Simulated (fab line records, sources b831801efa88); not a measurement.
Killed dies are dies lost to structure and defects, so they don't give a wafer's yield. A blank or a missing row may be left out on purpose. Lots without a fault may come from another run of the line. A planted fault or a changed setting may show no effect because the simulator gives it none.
Which tool did it? | flow sky130 | 12 lots, 36 wafers sampled, at 4 steps of a route of 708

WHAT THE GAUGES READ, wafer by wafer
SKY_PASSIVATION_THK_MEAS_01. Usual: PASSIVATION_CVD_00_THK 90.1 nm, standard deviation 1.2.
lot  | measured     | on            | PASSIVATION_CVD_00_THK (nm) | flag
L717 | day 43 19:00 | film_metro-02 | 88.3 88.9 89.5              |
L719 | day 44 10:40 | film_metro-04 | 90.5 89.2 90.8              |
L720 | day 44 16:04 | film_metro-02 | 89.4 91.4 90.0              |
L724 | day 46 04:07 | film_metro-01 | 89.2 88.4 88.9              |
L723 | day 46 06:11 | film_metro-02 | 89.0 90.2 91.0              |
L725 | day 46 09:04 | film_metro-02 | 90.3 92.1 91.1              |
L726 | day 46 15:51 | film_metro-02 | 88.6 90.4 90.2              |
L727 | day 46 21:23 | film_metro-01 | 90.4 91.7 89.5              |
L732 | day 47 22:13 | film_metro-04 | 90.5 90.0 90.8              |
L734 | day 48 13:02 | film_metro-01 | 89.2 89.1 89.1              |
L735 | day 48 18:19 | film_metro-04 | 89.7 89.6 90.3              |
L737 | day 49 05:41 | film_metro-02 | 89.2 89.3 91.2              |

SKY_PASSIVATION_THK_MEAS_03. Usual: PASSIVATION_CVD_02_THK 541 nm, standard deviation 6.6.
lot  | measured     | on            | PASSIVATION_CVD_02_THK (nm) | flag
L717 | day 43 19:17 | film_metro-04 | 533 546 546                 |
L719 | day 44 10:58 | film_metro-02 | 550 545 548                 |
L720 | day 44 16:21 | film_metro-02 | 544 548 550                 |
L724 | day 46 04:31 | film_metro-01 | 531 530 537                 |
L723 | day 46 06:28 | film_metro-02 | 544 551 556                 |
L725 | day 46 09:22 | film_metro-01 | 536 552 542                 |
L726 | day 46 16:08 | film_metro-02 | 529 540 537                 |
L727 | day 46 21:40 | film_metro-04 | 535 544 531                 |
L732 | day 47 22:31 | film_metro-01 | 539 535 546                 |
L734 | day 48 13:19 | film_metro-04 | 538 545 546                 |
L735 | day 48 18:37 | film_metro-02 | 541 554 549                 |
L737 | day 49 05:58 | film_metro-01 | 541 531 541                 |

WHICH TOOL RAN EACH LOT (tool, then ch and the chambers of the sampled wafers, then the start)
lot  | SKY_METAL2_STRIP_20                  | SKY_METAL5_SPUTTER_04
L717 | plasma_asher-04 ch 0,1, day 35 04:51 | pvd_sputter-04, day 42 19:20
L719 | plasma_asher-04 ch 0,1, day 35 19:20 | pvd_sputter-04, day 43 11:19
L720 | plasma_asher-04 ch 0,1, day 36 04:18 | pvd_sputter-02, day 43 17:08
L724 | plasma_asher-04 ch 0,1, day 37 21:05 | pvd_sputter-04, day 45 06:26
L723 | plasma_asher-02 ch 0,1, day 38 01:37 | pvd_sputter-04, day 45 09:10
L725 | plasma_asher-02 ch 0,1, day 38 03:59 | pvd_sputter-03, day 45 12:10
L726 | plasma_asher-01 ch 0,1, day 38 10:32 | pvd_sputter-04, day 45 18:14
L727 | plasma_asher-01 ch 0,1, day 38 19:21 | pvd_sputter-04, day 46 00:15
L732 | plasma_asher-01 ch 0,1, day 40 03:20 | pvd_sputter-03, day 47 02:05
L734 | plasma_asher-01 ch 1, day 40 21:51   | pvd_sputter-04, day 47 17:19
L735 | plasma_asher-01 ch 1, day 41 04:25   | pvd_sputter-02, day 47 22:31
L737 | plasma_asher-02 ch 0, day 41 16:57   | pvd_sputter-03, day 48 11:16
- SKY_METAL2_STRIP_20: strips in O2/N2.
- SKY_METAL5_SPUTTER_04: material TiN, target thk 70 nm, time 58.3 s.

WHAT THE TOOLS THEMSELVES READ (means of the sampled wafers that have a number; where no wafer has one, the mark that the record gives instead)
SKY_METAL2_STRIP_20. Usual: drypump_motor_current_A 5.7 A, standard deviation 0.37; o2_flow_sccm 2999 sccm, standard deviation 8.1; oes_product_au 0.343 a.u., standard deviation 0.0047; strip_time_to_endpoint_s 2.70 s, standard deviation 0.035.
lot  | tool            | drypump_motor_current_A (A) | o2_flow_sccm (sccm) | oes_product_au (a.u.) | strip_time_to_endpoint_s (s) | flag
L717 | plasma_asher-04 | 6.1                         | 3007                | 0.343                 | 2.73                         |
L719 | plasma_asher-04 | 6.1                         | 2999                | 0.343                 | 2.70                         |
L720 | plasma_asher-04 | 5.9                         | 3005                | 0.343                 | 2.69                         |
L724 | plasma_asher-04 | 6.1                         | 3004                | 0.342                 | 2.64                         |
L723 | plasma_asher-02 | 5.6                         | 3003                | 0.344                 | 2.70                         |
L725 | plasma_asher-02 | 5.4                         | 2998                | 0.343                 | 2.74                         |
L726 | plasma_asher-01 | 5.4                         | 3000                | 0.350                 | 2.74                         |
L727 | plasma_asher-01 | 5.4                         | 3000                | 0.344                 | 2.67                         |
L732 | plasma_asher-01 | 5.4                         | 3002                | 0.342                 | 2.68                         |
L734 | plasma_asher-01 | 5.5                         | 3001                | 0.338                 | 2.69                         |
L735 | plasma_asher-01 | 5.6                         | 2992                | 0.338                 | 2.67                         |
L737 | plasma_asher-02 | 5.9                         | 3010                | 0.344                 | 2.74                         |

SKY_METAL5_SPUTTER_04. Usual: chamber_pressure_pa 0.4000 Pa, standard deviation 0.00078; throttle_valve_pct 29.8 %, standard deviation 1.
lot  | tool           | chamber_pressure_pa (Pa) | throttle_valve_pct (%) | flag
L717 | pvd_sputter-04 | 0.4004                   | 30.1                   |
L719 | pvd_sputter-04 | 0.4003                   | 30.0                   |
L720 | pvd_sputter-02 | 0.3995                   | 29.8                   |
L724 | pvd_sputter-04 | 0.4002                   | 29.9                   |
L723 | pvd_sputter-04 | 0.4009                   | 30.1                   |
L725 | pvd_sputter-03 | 0.3996                   | 31.3                   |
L726 | pvd_sputter-04 | 0.4001                   | 29.8                   |
L727 | pvd_sputter-04 | 0.3997                   | 30.4                   |
L732 | pvd_sputter-03 | 0.4003                   | 29.6                   |
L734 | pvd_sputter-04 | 0.4002                   | 30.0                   |
L735 | pvd_sputter-02 | 0.4004                   | 29.9                   |
L737 | pvd_sputter-03 | 0.3998                   | 30.6                   |

THE ANSWER, worked out from the rows above alone
Rule: a lot is off if the mean of its wafers that have a number lies more than 3 standard deviations from the usual mean. A lot without any number at a reading at which 4 lots or more have one is off too. The other lots that the step has rows for count as sound. The gauges are gone through in route order, then the tools' own readings, and for those a lot's mean is taken as printed above. The first step at which some lot is off is used, and at that step the reading that is off furthest; a lot without a number counts as furthest.
No lot is off at any reading shown: from this, nothing can be told.

WHAT THE SIMULATOR HAD PUT IN
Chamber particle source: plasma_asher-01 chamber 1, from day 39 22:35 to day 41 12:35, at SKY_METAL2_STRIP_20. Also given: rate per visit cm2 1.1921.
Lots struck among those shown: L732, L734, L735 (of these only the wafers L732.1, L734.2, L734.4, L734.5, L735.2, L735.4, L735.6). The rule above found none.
